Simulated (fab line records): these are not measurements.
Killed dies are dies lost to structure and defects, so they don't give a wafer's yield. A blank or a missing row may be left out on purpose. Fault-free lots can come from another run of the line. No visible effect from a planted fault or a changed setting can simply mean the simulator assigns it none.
fab line records + flow sky130
record
- lots=5
- wafers=15
- last_day=49
route steps=708 shown METAL2@489 PAD_OPEN@708
lots with no fault: from the same line, run without faults
start_h: the number of hours between the record's first day and the start of the first shown wafer of the lot + wait_h: time in hours since the lot's previous step + " identical to the entry in the row above + L1.1+2: several wafers, shown together as one row + - either no value or no given start + * or withheld: withheld + < > ~ a bound
route shown NAME@n: a module of which the file shows steps, and the number in the route of the first + usual: mean/standard deviation of fault-free wafers + same: alike in all rows + chamber/n: place in a boat + sites: per-site readings + _std_site: how widely they spread, as a standard deviation + _edge_site: mean of outer sites minus mean of inner sites + radius_mm: how far each site lies from the wafer's centre + mask NAME#n: copy n + behind: tool/chamber where the wafer was last shaped + hold: why the lot was held/for how many hours/how that ended + device: transistor that didn't switch, given as n, p or np + end of line: the same wafers' tests at the end of the route + where a step has no rows: the recipe by itself + killed: dies that structure and defects cost at the first sort, which is not the same as the wafer's yield + map: the dies of a wafer, with x for killed, . for not killed, _ for no die there
set.NAME: the run value of the setting; set.NAME@STEP: its run value at that earlier step + model.NAME: the simulator's own value behind a step, which no gauge read
certain route steps with their lots: each step a table, each wafer a row
services: from which hour (start_h, from the record's first day; less than 0 if before it) a tool's chamber was out of use, for how many hours, and why
## steps
# step SKY_METAL2_THK_MEAS_06
# recipe
- thk_meas_gauge=xrf
- reads=AlCu_of_METAL2_SPUTTER_02
# usual
- METAL2_ALCU_THK=245/3.1
| lot.wafer | tool          | chamber | start_h | wait_h | METAL2_ALCU_THK[nm] |
|-----------|---------------|---------|---------|--------|---------------------|
| L684.1    | film_metro-01 | -       | 792.13  | 0.1    | 250                 |
| L684.3    | "             | -       | "       | "      | 250                 |
| L684.4    | "             | -       | "       | "      | 248                 |
| L688.1    | film_metro-01 | -       | 838.55  | 0.1    | 244                 |
| L688.2    | "             | -       | "       | "      | 245                 |
| L688.3    | "             | -       | "       | "      | 245                 |
| L689.2    | film_metro-04 | -       | 843.23  | 0.1    | 246                 |
| L689.4    | "             | -       | "       | "      | 250                 |
| L689.6    | "             | -       | "       | "      | 246                 |
| L699.1    | film_metro-04 | -       | 923.84  | 0.1    | 246                 |
| L699.2    | "             | -       | "       | "      | 242                 |
| L699.4    | "             | -       | "       | "      | 242                 |
| L705.1    | film_metro-03 | -       | 943.23  | 0.1    | 244                 |
| L705.3    | "             | -       | "       | "      | 248                 |
| L705.5    | "             | -       | "       | "      | 247                 |
# step SKY_METAL2_DEHYDRATE_07
# recipe
- temp_c=200
- time_s=60
# step SKY_METAL2_HMDS_08
# recipe
- prime_time_s=60
- prime_temp_c=120
# step SKY_METAL2_COAT_09
# recipe
- resist=BARC
- temp_c=withheld
- time_s=withheld
- spin_rpm=3000
- resist_thk_nm=60
# step SKY_METAL2_COAT_10
# recipe
- resist=KrF-thick
- spin_rpm=3000
- resist_thk_nm=450
# step SKY_METAL2_SOFTBAKE_11
# recipe
- temp_c=100
- time_s=90
- resist=KrF-thick
# step SKY_METAL2_EXPOSE_12
# recipe
- mask_id=MM2
- na=0.8
- source_shape=annular
- sigma_inner=0.55
- sigma_outer=0.85
- target_cd_nm=140
- dose_mj=28
# step SKY_METAL2_PEB_13
# recipe
- peb_temp_c=withheld
- peb_time_s=withheld
- resist=KrF-thick
# step SKY_METAL2_DEVELOP_14
# recipe
- develop_time_s=60
- resist=KrF-thick
- dev_temp_c=21
# step SKY_METAL2_CD_MEAS_15
# recipe
- target_cd_nm=140
# usual
- cd_nm=139.4/1.3
| lot.wafer | tool      | chamber | start_h | wait_h | cd_nm |
|-----------|-----------|---------|---------|--------|-------|
| L684.1    | cd_sem-02 | -       | 819.25  | -      | 138.1 |
| L684.3    | "         | -       | "       | "      | 138.8 |
| L684.4    | "         | -       | "       | "      | 139.0 |
| L688.1    | cd_sem-01 | -       | 864.96  | -      | 141.3 |
| L688.2    | "         | -       | "       | "      | 141.7 |
| L688.3    | "         | -       | "       | "      | 140.3 |
| L689.2    | cd_sem-02 | -       | 869.04  | -      | 138.7 |
| L689.4    | "         | -       | "       | "      | 139.1 |
| L689.6    | "         | -       | "       | "      | 140.1 |
| L699.1    | cd_sem-02 | -       | 948.45  | -      | 140.3 |
| L699.2    | "         | -       | "       | "      | 139.9 |
| L699.4    | "         | -       | "       | "      | 140.7 |
| L705.1    | cd_sem-01 | -       | 967.37  | -      | 140.2 |
| L705.3    | "         | -       | "       | "      | 138.9 |
| L705.5    | "         | -       | "       | "      | 141.0 |
# step SKY_METAL2_OVL_MEAS_16
# usual
- METAL2_OVL=-1/4.8
| lot.wafer | tool       | chamber | start_h | wait_h | METAL2_OVL[nm] |
|-----------|------------|---------|---------|--------|----------------|
| L684.1    | overlay-02 | -       | 819.37  | 0.1    | -3             |
| L684.3    | "          | -       | "       | "      | -8             |
| L684.4    | "          | -       | "       | "      | 0              |
| L688.1    | overlay-01 | -       | 865.08  | 0.1    | -1             |
| L688.2    | "          | -       | "       | "      | -4             |
| L688.3    | "          | -       | "       | "      | 1              |
| L689.2    | overlay-02 | -       | 869.15  | 0.1    | -3             |
| L689.4    | "          | -       | "       | "      | -13            |
| L689.6    | "          | -       | "       | "      | -7             |
| L699.1    | overlay-01 | -       | 948.57  | 0.1    | -3             |
| L699.2    | "          | -       | "       | "      | -2             |
| L699.4    | "          | -       | "       | "      | 0              |
| L705.1    | overlay-01 | -       | 967.49  | 0.1    | 9              |
| L705.3    | "          | -       | "       | "      | 0              |
| L705.5    | "          | -       | "       | "      | 6              |
# step SKY_METAL2_DESCUM_17
# recipe
- chemistry=O2
- source_power_w=150
- bias_power_w=0
- pressure_mtorr=10
- temp_c=40
- time_s=8
# usual
- drypump_motor_current_A=6.2/0.34
- oes_product_au=1.007/0.0093
| lot.wafer | tool         | chamber | start_h | wait_h | drypump_motor_current_A | oes_product_au | rf_hours_counter_h |
|-----------|--------------|---------|---------|--------|-------------------------|----------------|--------------------|
| L684.1    | rie_metal-04 | 0       | 819.41  | 0.0    | 5.7                     | 1.009          | 5                  |
| L684.3    | "            | 0       | "       | "      | 5.7                     | 1.002          | -                  |
| L684.4    | "            | 1       | "       | "      | 6.5                     | 1.011          | -                  |
| L688.1    | rie_metal-04 | 0       | 865.11  | 0.0    | 5.7                     | 1.018          | 7                  |
| L688.2    | "            | 0       | "       | "      | 5.7                     | 1.010          | -                  |
| L688.3    | "            | 0       | "       | "      | 5.7                     | 1.008          | -                  |
| L689.2    | rie_metal-04 | 0       | 869.19  | 0.0    | 5.7                     | 1.011          | -                  |
| L689.4    | "            | 0       | "       | "      | 5.6                     | 1.008          | -                  |
| L689.6    | "            | 0       | "       | "      | 5.7                     | 1.012          | -                  |
| L699.1    | rie_metal-02 | 1       | 948.61  | 0.0    | 6.6                     | 0.998          | 5                  |
| L699.2    | "            | 0       | "       | "      | 6.3                     | 1.024          | 4                  |
| L699.4    | "            | 0       | "       | "      | 6.3                     | 1.022          | -                  |
| L705.1    | rie_metal-01 | 0       | 967.53  | 0.0    | 6.2                     | 1.017          | 14                 |
| L705.3    | "            | 0       | "       | "      | 6.2                     | 1.016          | -                  |
| L705.5    | "            | 0       | "       | "      | 6.2                     | 1.022          | -                  |
# step SKY_METAL2_ETCH_18
# recipe
- chemistry=N2/H2
- target=BARC
- ion_energy_ev=200
- bias_w=100
- pressure_mtorr=30
- n2_flow_sccm=100
- h2_flow_sccm=200
- icp_w=500
- stop_on=SiO2
- time_s=45.9
- target_depth_a=600
# usual
- bias_w=100.0/0.31
- drypump_motor_current_A=6.2/0.34
- oes_product_au=0.855/0.004
- throttle_valve_pct=13.225/0.0086
| lot.wafer | tool         | chamber | start_h | wait_h | bias_w | drypump_motor_current_A | oes_product_au | rf_hours_counter_h | throttle_valve_pct | model.KrF-thick_of_METAL2_COAT_10.thk_nm | model.etch.depth_nm | model.METAL2.cd_nm |
|-----------|--------------|---------|---------|--------|--------|-------------------------|----------------|--------------------|--------------------|------------------------------------------|---------------------|--------------------|
| L684.1    | rie_metal-04 | 0       | 819.44  | 0.0    | 99.5   | 5.7                     | 0.848          | 5                  | 13.231             | 393.5                                    | 60                  | 139.6              |
| L684.3    | "            | 0       | "       | "      | 100.1  | 5.7                     | 0.859          | -                  | 13.219             | 394.7                                    | 60                  | 139.8              |
| L684.4    | "            | 1       | "       | "      | 99.9   | 6.6                     | 0.854          | -                  | 13.236             | 395                                      | 60.08               | 138.7              |
| L688.1    | rie_metal-04 | 0       | 865.18  | 0.1    | 99.9   | 5.7                     | 0.856          | 7                  | 13.237             | 390                                      | 59.88               | 141                |
| L688.2    | "            | 0       | "       | "      | 100.2  | 5.7                     | 0.852          | -                  | 13.231             | 390.4                                    | 59.87               | 141.4              |
| L688.3    | "            | 0       | "       | "      | 100.2  | 5.7                     | 0.851          | -                  | 13.231             | 391.1                                    | 59.77               | 140.2              |
| L689.2    | rie_metal-04 | 0       | 869.26  | 0.1    | 99.8   | 5.7                     | 0.853          | -                  | 13.233             | 392.4                                    | 60.05               | 139.4              |
| L689.4    | "            | 0       | "       | "      | 99.7   | 5.7                     | 0.855          | -                  | 13.229             | 392.4                                    | 60.16               | 139.6              |
| L689.6    | "            | 0       | "       | "      | 99.9   | 5.7                     | 0.800          | -                  | 13.217             | 406.9                                    | 53.57               | 143.2              |
| L699.1    | rie_metal-02 | 1       | 948.64  | 0.0    | 100.0  | 6.6                     | 0.850          | 5                  | 13.223             | 393.6                                    | 60.18               | 140.9              |
| L699.2    | "            | 0       | "       | "      | 99.8   | 6.3                     | 0.862          | 4                  | 13.236             | 391.2                                    | 60.11               | 140.8              |
| L699.4    | "            | 0       | "       | "      | 99.7   | 6.3                     | 0.855          | -                  | 13.211             | 392.4                                    | 60.18               | 141.7              |
| L705.1    | rie_metal-01 | 0       | 967.56  | 0.0    | 100.3  | 6.2                     | 0.855          | 14                 | 13.234             | 390.3                                    | 60.11               | 139.8              |
| L705.3    | "            | 0       | "       | "      | 100.2  | 6.3                     | 0.861          | -                  | 13.238             | 390.9                                    | 60.05               | 139.2              |
| L705.5    | "            | 0       | "       | "      | 99.9   | 6.2                     | 0.849          | -                  | 13.210             | 389.9                                    | 59.96               | 140                |
# step SKY_METAL2_METAL_ETCH_19
# recipe
- target_depth_a=3600
- stop_on=SiO2
- over_etch_frac=0.3
- time_s=78
- chemistry=Cl2/BCl3
- resist_sidewall_deg=88
- pressure_mtorr=10
- icp_w=900
- bias_w=48.5
- Cl2_flow_sccm=60
- bcl3_flow_sccm=30
# usual
- bias_w=48.51/0.15
- drypump_motor_current_A=6.2/0.34
- oes_product_au=0.854/0.0065
- throttle_valve_pct=22.264/0.0083
| lot.wafer | tool         | chamber | start_h | wait_h | bias_w | drypump_motor_current_A | oes_product_au | rf_hours_counter_h | throttle_valve_pct | model.KrF-thick_of_METAL2_COAT_10.thk_nm |
|-----------|--------------|---------|---------|--------|--------|-------------------------|----------------|--------------------|--------------------|------------------------------------------|
| L684.1    | rie_metal-04 | 0       | 819.50  | 0.0    | 48.50  | 5.7                     | 0.857          | 5                  | 22.260             | 155.5                                    |
| L684.3    | "            | 0       | "       | "      | 48.55  | 5.7                     | 0.859          | -                  | 22.261             | 156.4                                    |
| L684.4    | "            | 1       | "       | "      | 48.45  | 6.6                     | 0.847          | -                  | 22.257             | 156.7                                    |
| L688.1    | rie_metal-04 | 0       | 865.30  | 0.1    | 48.41  | 5.7                     | 0.855          | 7                  | 22.259             | 153.5                                    |
| L688.2    | "            | 0       | "       | "      | 48.55  | 5.7                     | 0.853          | -                  | 22.280             | 153                                      |
| L688.3    | "            | 0       | "       | "      | 48.43  | 5.7                     | 0.853          | -                  | 22.273             | 153.4                                    |
| L689.2    | rie_metal-04 | 0       | 869.40  | 0.1    | 48.40  | 5.7                     | 0.850          | -                  | 22.268             | 151.9                                    |
| L689.4    | "            | 0       | "       | "      | 48.26  | 5.7                     | 0.868          | -                  | 22.267             | 153.6                                    |
| L689.6    | "            | 0       | "       | "      | 48.50  | 5.7                     | 0.868          | -                  | 22.273             | 166.9                                    |
| L699.1    | rie_metal-02 | 1       | 948.70  | 0.0    | 48.73  | 6.5                     | 0.866          | 5                  | 22.270             | 160.3                                    |
| L699.2    | "            | 0       | "       | "      | 48.38  | 6.2                     | 0.850          | 4                  | 22.264             | 151.2                                    |
| L699.4    | "            | 0       | "       | "      | 48.56  | 6.3                     | 0.856          | -                  | 22.261             | 150.6                                    |
| L705.1    | rie_metal-01 | 0       | 967.62  | 0.0    | 48.49  | 6.3                     | 0.851          | 14                 | 22.264             | 147.1                                    |
| L705.3    | "            | 0       | "       | "      | 48.20  | 6.3                     | 0.864          | -                  | 22.254             | 149.4                                    |
| L705.5    | "            | 0       | "       | "      | 48.45  | 6.3                     | 0.852          | -                  | 22.246             | 149.5                                    |
# step SKY_METAL2_STRIP_20
# recipe
- chemistry=O2/N2
- power_w=1400
- pressure_mtorr=1500
- platen_temp_c=withheld
- o2_flow_sccm=3000
- n2_flow_sccm=300
- overash_fraction=0.5
# usual
- drypump_motor_current_A=5.4/0.32
- oes_product_au=0.343/0.0048
- strip_time_to_endpoint_s=2.67/0.049
| lot.wafer | tool            | chamber | start_h | wait_h | drypump_motor_current_A | oes_product_au | rf_hours_counter_h | strip_time_to_endpoint_s |
|-----------|-----------------|---------|---------|--------|-------------------------|----------------|--------------------|--------------------------|
| L684.1    | plasma_asher-01 | 0       | 819.59  | 0.1    | 5.2                     | 0.338          | 38                 | 2.64                     |
| L684.3    | "               | 1       | "       | "      | 5.4                     | 0.349          | -                  | 2.67                     |
| L684.4    | "               | 0       | "       | "      | 5.2                     | 0.342          | -                  | 2.67                     |
| L688.1    | plasma_asher-02 | 1       | 865.48  | 0.1    | 5.6                     | 0.336          | 105                | 2.64                     |
| L688.2    | "               | 0       | "       | "      | 4.9                     | 0.335          | 105                | 2.63                     |
| L688.3    | "               | 0       | "       | "      | 4.9                     | 0.341          | -                  | 2.65                     |
| L689.2    | plasma_asher-02 | 1       | 869.55  | 0.1    | 5.6                     | 0.342          | 105                | 2.62                     |
| L689.4    | "               | 1       | "       | "      | 5.6                     | 0.343          | -                  | 2.63                     |
| L689.6    | "               | 1       | "       | "      | 5.6                     | 0.353          | -                  | 2.79                     |
| L699.1    | plasma_asher-02 | 0       | 948.79  | 0.1    | 4.9                     | 0.340          | 115                | 2.72                     |
| L699.2    | "               | 1       | "       | "      | 5.6                     | 0.337          | 115                | 2.61                     |
| L699.4    | "               | 1       | "       | "      | 5.6                     | 0.329          | -                  | 2.61                     |
| L705.1    | plasma_asher-02 | 0       | 967.71  | 0.1    | 4.9                     | 0.333          | 117                | 2.55                     |
| L705.3    | "               | 1       | "       | "      | 5.6                     | 0.338          | -                  | 2.58                     |
| L705.5    | "               | 0       | "       | "      | 4.9                     | 0.346          | -                  | 2.59                     |
# step SKY_PAD_OPEN_PROBE_99
# usual
- defect_limited_yield=82.6/1.9
- killed_at_M0_to_M3=42/7.1
- killed_at_M4_up=3.3/1.9
- killed_at_contacts=24/5
- killed_at_front_end=15/4.7
- killed_at_other=0.3/0.61
- killed_dies=86/9.6
- killed_open=47/7.5
- killed_short=38/6.6
# same
- gross_dies=492
- killed_at_back_side=0
| lot.wafer | tool      | chamber | start_h | wait_h | defect_limited_yield[%] | killed_at_M0_to_M3 | killed_at_M4_up | killed_at_contacts | killed_at_front_end | killed_at_other | killed_dies | killed_open | killed_short | model.etest.tester.sort_n_pass | model.etest.tester.sort_yield_pct | model.etest.tester.sort_bin_3_pct | model.etest.met2_comb.leak_log10_a_um | model.etest.tester.sort_bin_8_pct | model.etest.tester.sort_bin_4_pct |
|-----------|-----------|---------|---------|--------|-------------------------|--------------------|-----------------|--------------------|---------------------|-----------------|-------------|-------------|--------------|--------------------------------|-----------------------------------|-----------------------------------|---------------------------------------|-----------------------------------|-----------------------------------|
| L684.1    | prober-02 | -       | 1071.49 | 0.1    | 79.9                    | 42                 | 5               | 26                 | 26                  | 0               | 99          | 52          | 45           | 393                            | 79.88                             | 0.6098                            | -12.1                                 | 0                                 | 0                                 |
| L684.3    | prober-02 | -       | 1071.59 | 0.2    | 83.9                    | 40                 | 3               | 21                 | 15                  | 0               | 79          | 42          | 37           | 413                            | 83.94                             | 0.813                             | -12.15                                | 0                                 | 0                                 |
| L684.4    | prober-02 | -       | 1071.64 | 0.2    | 83.9                    | 37                 | 3               | 20                 | 18                  | 1               | 79          | 41          | 38           | 413                            | 83.94                             | 0.4065                            | -12.06                                | 0                                 | 0                                 |
| L688.1    | prober-02 | -       | 1110.63 | 0.1    | 80.9                    | 54                 | 3               | 19                 | 18                  | 0               | 94          | 46          | 48           | 398                            | 80.89                             | 1.423                             | -11.96                                | 0                                 | 0                                 |
| L688.2    | prober-02 | -       | 1110.68 | 0.1    | 84.3                    | 34                 | 3               | 26                 | 14                  | 0               | 77          | 53          | 24           | 415                            | 84.35                             | 0.6098                            | -11.99                                | 0                                 | 0                                 |
| L688.3    | prober-02 | -       | 1110.73 | 0.2    | 84.6                    | 32                 | 6               | 27                 | 11                  | 0               | 76          | 39          | 37           | 416                            | 84.55                             | 1.626                             | -11.91                                | 0                                 | 0                                 |
| L689.2    | prober-01 | -       | 1115.09 | 0.1    | 84.1                    | 50                 | 4               | 16                 | 8                   | 0               | 78          | 50          | 28           | 414                            | 84.15                             | 0.813                             | -11.86                                | 0                                 | 0                                 |
| L689.4    | prober-01 | -       | 1115.19 | 0.2    | 80.5                    | 61                 | 2               | 19                 | 13                  | 1               | 96          | 56          | 40           | 396                            | 80.49                             | 0.6098                            | -12                                   | 0                                 | 0                                 |
| L689.6    | prober-01 | -       | 1115.29 | 0.2    | 82.3                    | 41                 | 3               | 33                 | 10                  | 0               | 87          | 46          | 41           | 296                            | 60.16                             | 23.17                             | -7.468                                | 4.323e-07                         | 2.793e-11                         |
| L699.1    | prober-02 | -       | 1175.77 | 0.1    | 79.9                    | 48                 | 2               | 22                 | 27                  | 0               | 99          | 60          | 39           | 393                            | 79.88                             | 0.6098                            | -12.21                                | 0                                 | 0                                 |
| L699.2    | prober-02 | -       | 1175.82 | 0.1    | 83.1                    | 35                 | 6               | 30                 | 11                  | 1               | 83          | 38          | 45           | 409                            | 83.13                             | 1.016                             | -12.04                                | 0                                 | 0                                 |
| L699.4    | prober-02 | -       | 1175.92 | 0.2    | 84.3                    | 41                 | 4               | 18                 | 14                  | 0               | 77          | 35          | 42           | 415                            | 84.35                             | 1.22                              | -11.98                                | 0                                 | 0                                 |
| L705.1    | prober-01 | -       | 1187.08 | 0.1    | 85.2                    | 35                 | 5               | 22                 | 11                  | 0               | 73          | 36          | 37           | 419                            | 85.16                             | 0.4065                            | -12                                   | 0                                 | 0                                 |
| L705.3    | prober-01 | -       | 1187.18 | 0.2    | 82.9                    | 45                 | 7               | 20                 | 12                  | 0               | 84          | 44          | 40           | 408                            | 82.93                             | 1.016                             | -12.03                                | 0                                 | 0                                 |
| L705.5    | prober-01 | -       | 1187.28 | 0.2    | 87.8                    | 28                 | 3               | 16                 | 13                  | 0               | 60          | 29          | 31           | 432                            | 87.8                              | 1.016                             | -12.02                                | 0                                 | 0                                 |
# killed by level:class
L684.1 VIA1:geometric_particle:open=13 CONTACT:geometric_particle:open=11 FIELD_ISO:geometric_particle:short=8 METAL1:geometric_particle:short=8 LI_CONTACT:geometric_particle:open=7 FIELD_ISO:geometric_particle:open=6 METAL4:geometric_particle:short=5 METAL2:geometric_particle:short=5
L684.3 VIA1:geometric_particle:short=10 CONTACT:geometric_particle:open=9 LI_CONTACT:geometric_particle:open=7 VIA1:geometric_particle:open=7 METAL1:geometric_particle:short=5 FIELD_ISO:geometric_particle:open=4 FIELD_ISO:geometric_particle:short=4 VIA3:geometric_particle:open=4
L684.4 VIA1:geometric_particle:open=8 FIELD_ISO:geometric_particle:short=7 CONTACT:geometric_particle:open=7 VIA3:geometric_particle:open=7 VIA1:geometric_particle:short=6 METAL2:geometric_particle:short=6 FIELD_ISO:geometric_particle:open=5 LI_CONTACT:geometric_particle:open=4
L688.1 CONTACT:geometric_particle:open=11 METAL1:geometric_particle:short=10 VIA1:geometric_particle:short=9 VIA2:geometric_particle:short=6 VIA1:geometric_particle:open=6 VIA2:geometric_particle:open=6 LI_CONTACT:geometric_particle:open=5 METAL2:geometric_particle:short=5
L688.2 LI_CONTACT:geometric_particle:open=9 VIA1:geometric_particle:open=9 CONTACT:geometric_particle:open=8 POLY_GATE:geometric_particle:open=4 LOCAL_INTERCONNECT:geometric_particle:short=4 METAL2:geometric_particle:open=4 VIA2:geometric_particle:short=4 VIA2:geometric_particle:open=4
L688.3 CONTACT:geometric_particle:open=13 METAL1:geometric_particle:short=7 VIA1:geometric_particle:open=7 CONTACT:geometric_particle:short=6 POLY_GATE:geometric_particle:open=4 VIA1:geometric_particle:short=4 FIELD_ISO:geometric_particle:open=3 FIELD_ISO:geometric_particle:short=3
L689.2 VIA2:geometric_particle:open=10 VIA1:geometric_particle:open=10 CONTACT:geometric_particle:open=8 VIA3:geometric_particle:open=8 VIA2:geometric_particle:short=5 METAL1:geometric_particle:short=4 METAL3:geometric_particle:short=4 LI_CONTACT:geometric_particle:open=3
L689.4 VIA1:geometric_particle:open=15 VIA2:geometric_particle:open=10 CONTACT:geometric_particle:open=9 VIA3:geometric_particle:open=9 METAL2:geometric_particle:short=6 METAL1:geometric_particle:short=5 VIA1:geometric_particle:short=5 LOCAL_INTERCONNECT:geometric_particle:short=4
L689.6 CONTACT:geometric_particle:open=14 VIA1:geometric_particle:open=9 VIA2:geometric_particle:open=7 METAL3:geometric_particle:short=7 LI_CONTACT:geometric_particle:open=6 CONTACT:geometric_particle:short=6 LOCAL_INTERCONNECT:geometric_particle:short=4 METAL1:geometric_particle:open=4
L699.1 VIA1:geometric_particle:open=13 CONTACT:geometric_particle:open=11 LI_CONTACT:geometric_particle:open=7 VIA2:geometric_particle:open=7 POLY_GATE:geometric_particle:short=6 VIA3:geometric_particle:open=6 FIELD_ISO:geometric_particle:open=5 FIELD_ISO:geometric_particle:short=4
L699.2 LI_CONTACT:geometric_particle:open=8 CONTACT:geometric_particle:open=7 CONTACT:geometric_particle:short=7 VIA1:geometric_particle:open=6 METAL2:geometric_particle:short=6 LOCAL_INTERCONNECT:geometric_particle:short=5 VIA3:geometric_particle:open=5 VIA2:geometric_particle:open=4
L699.4 METAL2:geometric_particle:short=8 CONTACT:geometric_particle:open=6 POLY_GATE:geometric_particle:open=5 CONTACT:geometric_particle:short=5 VIA1:geometric_particle:open=5 METAL1:geometric_particle:short=5 VIA3:geometric_particle:open=5 FIELD_ISO:geometric_particle:open=4
L705.1 CONTACT:geometric_particle:open=11 METAL1:geometric_particle:short=8 LI_CONTACT:geometric_particle:open=6 VIA1:geometric_particle:open=6 VIA1:geometric_particle:short=5 METAL4:geometric_particle:short=5 METAL2:geometric_particle:short=5 VIA2:geometric_particle:open=4
L705.3 VIA1:geometric_particle:open=10 METAL4:geometric_particle:short=6 LI_CONTACT:geometric_particle:open=6 CONTACT:geometric_particle:open=5 VIA1:geometric_particle:short=5 METAL2:geometric_particle:short=5 VIA2:geometric_particle:short=5 VIA2:geometric_particle:open=5
L705.5 LI_CONTACT:geometric_particle:open=7 CONTACT:geometric_particle:open=6 VIA3:geometric_particle:open=5 POLY_GATE:geometric_particle:short=4 VIA1:geometric_particle:open=4 METAL2:geometric_particle:short=4 METAL3:geometric_particle:short=4 POLY_GATE:geometric_particle:open=3
## services
| tool            | chamber | start_h | hours | kind           |
|-----------------|---------|---------|-------|----------------|
| plasma_asher-01 | -       | 795.86  | 19.7  | repair         |
| rie_metal-02    | 1       | 821.09  | -     | clean          |
| rie_metal-02    | 1       | 821.09  | 19.7  | scheduled_down |
| rie_metal-02    | 1       | 821.09  | 19.7  | vent_cycle     |
| rie_metal-02    | 0       | 844.87  | -     | clean          |
| rie_metal-02    | 0       | 844.87  | 12.8  | scheduled_down |
| rie_metal-02    | 0       | 844.87  | 12.8  | vent_cycle     |
| rie_metal-04    | 1       | 849.49  | -     | clean          |
| rie_metal-04    | 1       | 849.49  | 27.0  | scheduled_down |
| rie_metal-04    | 1       | 849.49  | 27.0  | vent_cycle     |
| rie_metal-04    | -       | 884.57  | 1.2   | repair         |
| plasma_asher-01 | -       | 901.72  | 17.5  | repair         |
| rie_metal-02    | -       | 918.40  | 0.3   | repair         |
| rie_metal-04    | 0       | 929.84  | 6.6   | repair         |
| plasma_asher-02 | -       | 959.31  | 0.7   | repair         |
| plasma_asher-02 | -       | 965.14  | 0.4   | repair         |
| rie_metal-02    | -       | 965.69  | 2.8   | pm             |
| plasma_asher-01 | -       | 966.48  | 3.2   | repair         |
## key
first_sign
- step=SKY_METAL2_ETCH_18
- reading=oes_product_au
- direction=down
- sigmas=14
- usual=0.855
- struck=0.800
effect none on later readings
model_effect
- step=SKY_METAL2_ETCH_18
- value=KrF-thick_of_METAL2_COAT_10.thk_nm
- without=392.8
- struck=406.9
model_effect
- step=SKY_METAL2_METAL_ETCH_19
- value=KrF-thick_of_METAL2_COAT_10.thk_nm
- without=152.8
- struck=166.9
model_effect
- step=SKY_PAD_OPEN_PROBE_99
- value=etest.tester.sort_n_pass
- without=405
- struck=296
met_at SKY_METAL2_ETCH_18
struck_wafers L689.6
onset_between 865.18 869.26
fault
- kind=process_parameter_drift
- tool=rie_metal-04
- chamber=-
- onset_h=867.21
- steps=SKY_METAL2_ETCH_18
- channel=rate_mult
- offset=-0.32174
- shape=step
- end_h=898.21
- scope=struck_wafers_only
